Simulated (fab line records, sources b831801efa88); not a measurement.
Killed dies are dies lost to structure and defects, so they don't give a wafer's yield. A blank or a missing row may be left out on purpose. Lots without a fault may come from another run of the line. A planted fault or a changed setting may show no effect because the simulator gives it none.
fab line records | flow sky130
record lots=5 wafers=15 last_day=50
route steps=708 shown CAPM@548 METAL3@555 PAD_OPEN@708
lots that met no fault: from a run of the same line without faults
start_h: hours from the record's first day to the start of the lot's first wafer shown | wait_h: hours since the lot's step before | " the same as in the row above | L1.1+2: a row that stands for several wafers | - no value, or no start given | * or withheld: withheld | < > ~ a bound
route shown NAME@n: a module of which the file shows steps, and the number in the route of the first | usual: mean/standard deviation of fault-free wafers | same: alike in all rows | chamber/n: place in a boat | sites: the reading at each site | _std_site: their standard deviation | _edge_site: outer sites' mean less inner sites' | radius_mm: how far each site lies from the wafer's centre | mask NAME#n: copy n | behind: the tool/chamber that last shaped the wafer | hold: why the lot was held/for how many hours/how that ended | device: the transistor (n, p or np) that didn't switch | end of line: the same wafers' tests at the end of the route | a step without rows: its recipe alone | killed: dies lost to structure and defects at the first sort, not the wafer's yield | map: a wafer's dies, x killed, . not, _ none there
set.NAME: the setting as run; set.NAME@STEP: as run at that earlier step | model.NAME: the simulator's own value behind a step, which no gauge read
lots at some steps of the route; a table a step, a row a wafer
services: from which hour (start_h, from the record's first day; less than 0 if before it) a tool's chamber was out of use, for how many hours, and why
## steps
# step SKY_CAPM_DEVELOP_11
# recipe resist=NOVOLAK developer=TMAH develop_time_s=60 dev_temp_c=23
# step SKY_CAPM_OVL_MEAS_12
# usual CAPM_OVL=-0.1/1.5
# columns lot.wafer tool chamber start_h wait_h CAPM_OVL[nm]
L334.1 overlay-01 - 866.35 0.1 0.4
L334.4 " - " " 2.3
L334.6 " - " " 0.7
L337.1 overlay-02 - 909.08 0.1 -0.2
L337.2 " - " " -1.3
L337.4 " - " " -0.8
L349.1 overlay-01 - 986.48 0.1 -3.7
L349.5 " - " " -1.6
L349.6 " - " " -1.4
L353.1 overlay-02 - 1015.78 0.1 1.2
L353.3 " - " " 2.0
L353.6 " - " " 1.9
L356.1 overlay-02 - 1031.53 0.1 2.4
L356.5 " - " " 2.5
L356.6 " - " " 2.7
# step SKY_CAPM_METAL_ETCH_13
# recipe target_depth_nm=220 stop_on=SiO2 chemistry=Cl2/BCl3 target=TiN pressure_mtorr=10 icp_w=900 bias_w=48.5 Cl2_flow_sccm=60 bcl3_flow_sccm=30 time_s=62.9
# usual drypump_motor_current_A=6.0/0.55 oes_product_au=0.941/0.007 throttle_valve_pct=21.901/0.0099
# same time_s=62.9
# columns lot.wafer tool chamber start_h wait_h drypump_motor_current_A oes_product_au rf_hours_counter_h throttle_valve_pct
L334.1 rie_metal-03 0 866.38 0.0 6.6 0.935 16 21.929
L334.4 " 0 " " 6.6 0.938 - 21.903
L334.6 " 0 " " 6.6 0.935 - 21.899
L337.1 rie_metal-03 1 909.11 0.0 5.1 0.931 0 21.899
L337.2 " 0 " " 6.6 0.936 19 21.895
L337.4 " 1 " " 5.1 0.937 - 21.903
L349.1 rie_metal-01 1 986.51 0.0 5.8 0.929 18 21.927
L349.5 " 0 " " 5.8 0.932 - 21.913
L349.6 " 1 " " 5.8 0.933 - 21.901
L353.1 rie_metal-04 0 1015.81 0.0 5.6 0.938 20 21.903
L353.3 " 1 " " 6.4 0.945 - 21.907
L353.6 " 0 " " 5.6 0.945 - 21.895
L356.1 rie_metal-04 1 1031.57 0.0 6.4 0.945 17 21.907
L356.5 " 1 " " 6.4 0.936 - 21.912
L356.6 " 1 " " 6.4 0.931 - 21.916
# step SKY_CAPM_STRIP_14
# recipe chemistry=O2/N2 power_w=1400 pressure_mtorr=1500 platen_temp_c=withheld o2_flow_sccm=3000 n2_flow_sccm=300 overash_fraction=0.5
# usual drypump_motor_current_A=5.6/0.6 o2_flow_sccm=3000/8.7 oes_product_au=0.709/0.0043 strip_time_to_endpoint_s=12.64/0.057
# columns lot.wafer tool chamber start_h wait_h drypump_motor_current_A o2_flow_sccm oes_product_au rf_hours_counter_h strip_time_to_endpoint_s
L334.1 plasma_asher-03 0 866.54 0.1 4.8 3004 0.704 43 12.62
L334.4 " 1 " " 5.9 3005 0.714 - 12.60
L334.6 " 0 " " 4.8 3000 0.705 - 12.60
L337.1 plasma_asher-04 0 909.19 0.1 4.9 3004 0.709 83 12.55
L337.2 " 1 " " 6.2 3006 0.703 83 12.55
L337.4 " 1 " " 6.2 2993 0.707 - 12.57
L349.1 plasma_asher-01 0 986.59 0.1 5.2 3007 0.710 112 12.64
L349.5 " 0 " " 5.2 2998 0.701 - 12.58
L349.6 " 1 " " 6.3 3003 0.714 - 12.67
L353.1 plasma_asher-01 1 1015.89 0.1 6.3 3019 0.708 116 12.63
L353.3 " 1 " " 6.3 2999 0.715 - 12.65
L353.6 " 0 " " 5.2 3003 0.707 - 12.65
L356.1 plasma_asher-03 0 1031.72 0.1 4.8 2992 0.709 60 12.64
L356.5 " 1 " " 5.8 2986 0.707 - 12.58
L356.6 " 0 " " 4.8 2986 0.716 - 12.63
# step SKY_CAPM_STRIP_15
# recipe chemistry=post_etch_residue_remover time_s=1200 temp_c=72.5
# step SKY_CAPM_CLEAN_16
# recipe chemistry=IPA time_s=180 temp_c=25
# step SKY_CAPM_CLEAN_17
# recipe chemistry=O3/DIW dry=n2_spin
# step SKY_METAL3_DEHYDRATE_05
# recipe temp_c=200 time_s=60
# step SKY_METAL3_HMDS_06
# recipe prime_time_s=60 prime_temp_c=120
# step SKY_METAL3_COAT_07
# recipe resist=BARC temp_c=withheld time_s=withheld spin_rpm=3000 resist_thk_nm=60
# step SKY_METAL3_COAT_08
# recipe resist=KrF-thick spin_rpm=3000 resist_thk_nm=1140
# step SKY_METAL3_SOFTBAKE_09
# recipe temp_c=100 time_s=90 resist=KrF-thick
# step SKY_METAL3_EXPOSE_10
# recipe mask_id=MM3 na=0.68 source_shape=annular sigma_inner=0.4 sigma_outer=0.8 target_cd_nm=300 dose_mj=28
# columns lot.wafer tool chamber start_h wait_h mask
L334.1+4+6 krf_scanner-02 0 880.36 - MM3#0
L337.1+2+4 krf_scanner-01 0 922.14 - MM3#0
L349.1+5+6 krf_scanner-01 0 998.73 - MM3#0
L353.1+3+6 krf_scanner-02 0 1027.51 - MM3#0
L356.1+5+6 krf_scanner-02 0 1043.44 - MM3#0
# step SKY_METAL3_PEB_11
# recipe peb_temp_c=withheld peb_time_s=withheld resist=KrF-thick
# step SKY_METAL3_DEVELOP_12
# recipe develop_time_s=60 resist=KrF-thick dev_temp_c=21
# step SKY_METAL3_CD_MEAS_13
# recipe target_cd_nm=300
# usual cd_nm=299.9/1.4
# columns lot.wafer tool chamber start_h wait_h cd_nm
L334.1 cd_sem-01 - 893.03 - 302.0
L334.4 " - " " 301.2
L334.6 " - " " 301.7
L337.1 cd_sem-02 - 934.38 - 297.7
L337.2 " - " " 298.6
L337.4 " - " " 298.3
L349.1 cd_sem-02 - 1010.56 - 283.2
L349.5 " - " " 297.7
L349.6 " - " " 299.6
L353.1 cd_sem-01 - 1038.83 - 298.0
L353.3 " - " " 298.5
L353.6 " - " " 298.6
L356.1 cd_sem-02 - 1054.68 - 300.2
L356.5 " - " " 298.7
L356.6 " - " " 299.4
# step SKY_METAL3_OVL_MEAS_14
# usual METAL3_OVL=-1/3.8
# columns lot.wafer tool chamber start_h wait_h METAL3_OVL[nm]
L334.1 overlay-01 - 893.15 0.1 -3
L334.4 " - " " -3
L334.6 " - " " 1
L337.1 overlay-02 - 934.50 0.1 -5
L337.2 " - " " -3
L337.4 " - " " 1
L349.1 overlay-01 - 1010.68 0.1 0
L349.5 " - " " 1
L349.6 " - " " 5
L353.1 overlay-01 - 1038.95 0.1 -1
L353.3 " - " " -2
L353.6 " - " " 3
L356.1 overlay-02 - 1054.80 0.1 -2
L356.5 " - " " -1
L356.6 " - " " -2
# step SKY_METAL3_DESCUM_15
# recipe chemistry=O2 source_power_w=150 bias_power_w=0 pressure_mtorr=10 temp_c=40 time_s=8
# usual drypump_motor_current_A=6.0/0.57 oes_product_au=1.005/0.011
# same time_s=8
# columns lot.wafer tool chamber start_h wait_h drypump_motor_current_A oes_product_au rf_hours_counter_h model.METAL3.cd_nm
L334.1 rie_metal-03 0 893.18 0.0 6.6 1.017 18 302.4
L334.4 " 0 " " 6.6 1.024 - 301.4
L334.6 " 0 " " 6.6 1.010 - 302
L337.1 rie_metal-03 0 934.54 0.0 6.6 1.031 20 297.8
L337.2 " 1 " " 5.1 1.013 2 298.8
L337.4 " 0 " " 6.6 1.027 - 298.9
L349.1 rie_metal-04 1 1010.72 0.0 6.5 1.002 16 283.2
L349.5 " 0 " " 5.6 0.998 - 297.3
L349.6 " 1 " " 6.5 0.985 - 299.6
L353.1 rie_metal-03 1 1038.98 0.0 5.1 1.006 9 297.6
L353.3 " 0 " " 6.6 1.020 - 299.2
L353.6 " 0 " " 6.6 1.010 - 298.7
L356.1 rie_metal-04 0 1054.84 0.0 5.6 1.005 0 300.5
L356.5 " 0 " " 5.6 1.009 - 298.6
L356.6 " 1 " " 6.4 0.997 - 299.2
# step SKY_METAL3_ETCH_16
# recipe chemistry=N2/H2 target=BARC ion_energy_ev=200 bias_w=100 pressure_mtorr=30 n2_flow_sccm=100 h2_flow_sccm=200 icp_w=500 stop_on=SiO2 time_s=88.2 target_depth_a=600
# usual drypump_motor_current_A=6.0/0.56 oes_product_au=0.626/0.0046 throttle_valve_pct=13.204/0.0091
# same time_s=88.2
# columns lot.wafer tool chamber start_h wait_h drypump_motor_current_A oes_product_au rf_hours_counter_h throttle_valve_pct
L334.1 rie_metal-03 0 893.25 0.1 6.5 0.623 18 13.210
L334.4 " 0 " " 6.6 0.621 - 13.207
L334.6 " 0 " " 6.6 0.627 - 13.208
L337.1 rie_metal-03 0 934.57 0.0 6.6 0.626 20 13.191
L337.2 " 1 " " 5.1 0.628 2 13.212
L337.4 " 0 " " 6.6 0.626 - 13.219
L349.1 rie_metal-04 1 1010.75 0.0 6.5 0.625 16 13.200
L349.5 " 0 " " 5.6 0.626 - 13.210
L349.6 " 1 " " 6.5 0.632 - 13.206
L353.1 rie_metal-03 1 1039.01 0.0 5.1 0.624 9 13.209
L353.3 " 0 " " 6.6 0.622 - 13.205
L353.6 " 0 " " 6.6 0.617 - 13.215
L356.1 rie_metal-04 0 1054.87 0.0 5.6 0.637 0 13.219
L356.5 " 0 " " 5.6 0.621 - 13.192
L356.6 " 1 " " 6.5 0.628 - 13.217
# step SKY_METAL3_ETCH_17
# recipe target=SiO2 stop_on=TiN chemistry=C4F8/O2/Ar source_w=1500 bias_w=1200 pressure_mtorr=40 c4f8_flow_sccm=withheld O2_flow_sccm=6 Ar_flow_sccm=300 time_s=3.9 target_depth_a=150
# usual oes_product_au=0.755/0.0083
# same time_s=3.9
# columns lot.wafer tool chamber start_h wait_h oes_product_au
L334.1 rie_diel-02 3 893.44 0.2 0.748
L334.4 " 1 " " 0.763
L334.6 " 2 " " 0.765
L337.1 rie_diel-02 2 934.67 0.1 0.761
L337.2 " 0 " " 0.750
L337.4 " 3 " " 0.770
L349.1 rie_diel-01 3 1010.85 0.1 0.747
L349.5 " 3 " " 0.760
L349.6 " 2 " " 0.765
L353.1 rie_diel-02 1 1039.11 0.1 0.752
L353.3 " 2 " " 0.749
L353.6 " 1 " " 0.768
L356.1 rie_diel-02 1 1054.97 0.1 0.749
L356.5 " 2 " " 0.752
L356.6 " 3 " " 0.760
# step SKY_METAL3_METAL_ETCH_18
# recipe target_depth_a=8450 stop_on=SiO2 over_etch_frac=0.3 time_s=183.1 chemistry=Cl2/BCl3 resist_sidewall_deg=88 pressure_mtorr=10 icp_w=900 bias_w=48.5 Cl2_flow_sccm=60 bcl3_flow_sccm=30
# usual drypump_motor_current_A=5.9/0.59 oes_product_au=0.866/0.0061 throttle_valve_pct=22.265/0.01
# same time_s=183.1
# columns lot.wafer tool chamber start_h wait_h drypump_motor_current_A oes_product_au rf_hours_counter_h throttle_valve_pct model.METAL3.cd_nm
L334.1 rie_metal-02 1 893.46 0.0 6.3 0.862 3 22.250 300.8
L334.4 " 0 " " 5.6 0.858 - 22.282 306.6
L334.6 " 1 " " 6.3 0.860 - 22.245 301.7
L337.1 rie_metal-04 0 934.69 0.0 5.6 0.869 16 22.282 302.4
L337.2 " 1 " " 6.4 0.868 13 22.268 305
L337.4 " 0 " " 5.6 0.868 - 22.249 300.9
L349.1 rie_metal-03 0 1010.87 0.0 6.6 0.864 24 22.263 282.5
L349.5 " 0 " " 6.6 0.857 - 22.255 294.3
L349.6 " 1 " " 5.1 0.869 - 22.247 296.8
L353.1 rie_metal-02 0 1039.13 0.0 5.6 0.868 14 22.264 306.5
L353.3 " 0 " " 5.7 0.862 - 22.266 304.9
L353.6 " 0 " " 5.6 0.867 - 22.262 305.4
L356.1 rie_metal-03 1 1054.99 0.0 5.1 0.861 9 22.273 298.1
L356.5 " 1 " " 5.1 0.870 - 22.265 295.4
L356.6 " 0 " " 6.6 0.864 - 22.273 294.9
# step SKY_METAL3_STRIP_19
# recipe chemistry=O2/N2 power_w=1400 pressure_mtorr=1500 platen_temp_c=withheld o2_flow_sccm=3000 n2_flow_sccm=300 overash_fraction=0.5
# usual drypump_motor_current_A=5.6/0.49 o2_flow_sccm=3001/8.5 oes_product_au=0.500/0.0058 strip_time_to_endpoint_s=6.48/0.091
# columns lot.wafer tool chamber start_h wait_h drypump_motor_current_A o2_flow_sccm oes_product_au rf_hours_counter_h strip_time_to_endpoint_s
L334.1 plasma_asher-03 0 893.64 0.1 4.8 2990 0.510 45 6.55
L334.4 " 1 " " 5.9 3008 0.497 - 6.45
L334.6 " 1 " " 5.8 3009 0.499 - 6.60
L337.1 plasma_asher-02 0 934.87 0.1 6.0 3009 0.498 19 6.41
L337.2 " 1 " " 5.8 3002 0.494 19 6.44
L337.4 " 1 " " 5.8 2991 0.504 - 6.46
L349.1 plasma_asher-03 0 1011.04 0.1 4.8 2998 0.498 58 6.45
L349.5 " 1 " " 5.9 3006 0.505 - 6.48
L349.6 " 0 " " 4.8 2997 0.513 - 6.55
L353.1 plasma_asher-03 1 1039.31 0.1 5.8 2990 0.485 61 6.34
L353.3 " 1 " " 5.8 2994 0.499 - 6.37
L353.6 " 0 " " 4.8 3003 0.497 - 6.34
L356.1 plasma_asher-02 0 1055.17 0.1 6.0 2997 0.500 31 6.47
L356.5 " 0 " " 6.0 3005 0.500 - 6.46
L356.6 " 1 " " 5.8 2999 0.492 - 6.43
# step SKY_PAD_OPEN_PROBE_99
# columns lot.wafer tool chamber start_h wait_h model.etest.met3.width_nm model.etest.met3.line_ohm_um
L334.1 prober-01 - 1068.25 0.1 298.4 0.1414
L334.4 prober-01 - 1068.40 0.2 307.4 0.1389
L334.6 prober-01 - 1068.50 0.2 299.7 0.1434
L337.1 prober-02 - 1102.35 0.1 302.9 0.1399
L337.2 prober-02 - 1102.40 0.1 303.6 0.1384
L337.4 prober-02 - 1102.50 0.2 301.3 0.1403
L349.1 prober-02 - 1163.50 0.1 281.2 0.1499
L349.5 prober-02 - 1163.70 0.2 296.8 0.1447
L349.6 prober-02 - 1163.75 0.2 300.6 0.1421
L353.1 prober-02 - 1184.60 0.1 308.4 0.1384
L353.3 prober-02 - 1184.70 0.2 303.3 0.1388
L353.6 prober-02 - 1184.85 0.2 305.9 0.1405
L356.1 prober-01 - 1196.67 0.1 297.2 0.1414
L356.5 prober-01 - 1196.87 0.2 294.4 0.144
L356.6 prober-01 - 1196.92 0.2 292.8 0.1449
# killed by level:class
L334.1 CONTACT:geometric_particle:open=13 VIA1:geometric_particle:open=8 CONTACT:geometric_particle:short=7 FIELD_ISO:geometric_particle:open=5 METAL1:geometric_particle:short=5 FIELD_ISO:geometric_particle:short=4 POLY_GATE:geometric_particle:open=4 METAL2:geometric_particle:short=4
L334.4 CONTACT:geometric_particle:open=9 VIA1:geometric_particle:open=9 VIA2:geometric_particle:open=6 VIA1:geometric_particle:short=6 VIA3:geometric_particle:open=6 FIELD_ISO:geometric_particle:open=5 FIELD_ISO:geometric_particle:short=4 POLY_GATE:geometric_particle:open=4
L334.6 VIA1:geometric_particle:open=13 VIA3:geometric_particle:short=9 LI_CONTACT:geometric_particle:open=7 CONTACT:geometric_particle:open=7 VIA1:geometric_particle:short=6 FIELD_ISO:geometric_particle:open=5 SPACER:geometric_particle:open=5 VIA2:geometric_particle:open=5
L337.1 CONTACT:geometric_particle:open=12 VIA1:geometric_particle:open=12 VIA2:geometric_particle:open=11 FIELD_ISO:geometric_particle:open=8 VIA1:geometric_particle:short=8 FIELD_ISO:geometric_particle:short=5 LI_CONTACT:geometric_particle:open=4 LOCAL_INTERCONNECT:geometric_particle:short=4
L337.2 LI_CONTACT:geometric_particle:open=13 VIA1:geometric_particle:open=9 CONTACT:geometric_particle:open=7 METAL1:geometric_particle:short=6 VIA2:geometric_particle:open=6 FIELD_ISO:geometric_particle:short=5 LI_CONTACT:geometric_particle:short=5 METAL2:geometric_particle:short=5
L337.4 LI_CONTACT:geometric_particle:open=8 VIA2:geometric_particle:open=8 METAL1:geometric_particle:short=6 CONTACT:geometric_particle:open=5 VIA3:geometric_particle:open=5 METAL4:geometric_particle:short=5 FIELD_ISO:geometric_particle:open=3 POLY_GATE:geometric_particle:short=3
L353.1 CONTACT:geometric_particle:open=9 VIA1:geometric_particle:open=8 LOCAL_INTERCONNECT:geometric_particle:short=6 LI_CONTACT:geometric_particle:open=5 METAL2:geometric_particle:short=5 METAL3:geometric_particle:short=5 VIA1:geometric_particle:short=4 FIELD_ISO:geometric_particle:open=3
L353.3 VIA3:geometric_particle:open=9 CONTACT:geometric_particle:open=7 VIA1:geometric_particle:open=7 LOCAL_INTERCONNECT:geometric_particle:short=6 LI_CONTACT:geometric_particle:open=5 VIA1:geometric_particle:short=4 FIELD_ISO:geometric_particle:short=3 FIELD_ISO:geometric_particle:open=3
L353.6 CONTACT:geometric_particle:open=10 VIA1:geometric_particle:open=10 VIA2:geometric_particle:open=10 LI_CONTACT:geometric_particle:open=6 METAL2:geometric_particle:short=5 LI_CONTACT:geometric_particle:short=3 LOCAL_INTERCONNECT:geometric_particle:short=3 METAL1:geometric_particle:short=3
L356.1 CONTACT:geometric_particle:open=9 VIA1:geometric_particle:open=7 VIA3:geometric_particle:short=6 LOCAL_INTERCONNECT:geometric_particle:short=5 VIA3:geometric_particle:open=5 LI_CONTACT:geometric_particle:short=4 LOCAL_INTERCONNECT:geometric_particle:open=4 FIELD_ISO:geometric_particle:short=3
L356.5 VIA1:geometric_particle:open=11 LI_CONTACT:geometric_particle:open=10 CONTACT:geometric_particle:open=6 VIA2:geometric_particle:open=6 LOCAL_INTERCONNECT:geometric_particle:short=5 METAL2:geometric_particle:short=5 VIA3:geometric_particle:open=5 FIELD_ISO:geometric_particle:short=4
L356.6 CONTACT:geometric_particle:open=10 VIA3:geometric_particle:open=10 VIA1:geometric_particle:open=9 LOCAL_INTERCONNECT:geometric_particle:short=7 FIELD_ISO:geometric_particle:short=5 METAL1:geometric_particle:short=5 VIA2:geometric_particle:short=5 METAL4:geometric_particle:short=4
## services
# columns tool chamber start_h hours kind
rie_diel-02 2 858.92 11.4 repair
plasma_asher-01 - 862.77 2.9 repair
rie_metal-03 1 864.16 - clean
krf_scanner-01 - 864.30 0.9 repair
krf_scanner-01 - 881.38 1.0 pm
rie_diel-02 - 887.58 0.7 repair
plasma_asher-01 - 891.88 2.3 repair
krf_scanner-01 - 896.26 0.8 pm
rie_metal-04 1 902.63 6.5 repair
rie_metal-02 - 911.11 2.8 pm
rie_metal-01 - 921.75 2.8 pm
krf_scanner-02 - 921.82 1.3 pm
krf_scanner-02 - 953.54 1.0 pm
krf_scanner-02 - 956.47 0.3 repair
rie_metal-02 1 962.79 3.4 repair
krf_scanner-02 - 970.08 4.4 pm
plasma_asher-04 - 971.54 20.2 pm
plasma_asher-04 - 991.74 2.8 pm
krf_scanner-01 - 1000.70 1.3 pm
rie_diel-02 1 1025.30 1.9 repair
plasma_asher-04 - 1025.45 9.0 repair
plasma_asher-01 - 1030.18 3.7 repair
plasma_asher-04 - 1032.10 1.4 repair
krf_scanner-01 - 1050.38 1.0 pm
## key
first_sign step=SKY_METAL3_CD_MEAS_13 reading=cd_nm direction=down sigmas=12 usual=299.9 struck=283.2
effect none on later readings
model_effect step=SKY_METAL3_DESCUM_15 value=METAL3.cd_nm without=299.9 struck=283.2
model_effect step=SKY_METAL3_METAL_ETCH_18 value=METAL3.cd_nm without=299.2 struck=282.5
model_effect step=SKY_PAD_OPEN_PROBE_99 value=etest.met3.width_nm without=298 struck=281.2
met_at SKY_METAL3_EXPOSE_10
struck_wafers L349.1
sort_left_out L349.1
onset_between 922.14 998.73
fault kind=process_parameter_drift tool=krf_scanner-01 chamber=- onset_h=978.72 steps=SKY_METAL3_EXPOSE_10 channel=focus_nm offset=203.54 shape=step end_h=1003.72 scope=struck_wafers_only
# sort_left_out: the simulated sort isn't trusted on such a fault, so these wafers' sort isn't shown, and their yield isn't known
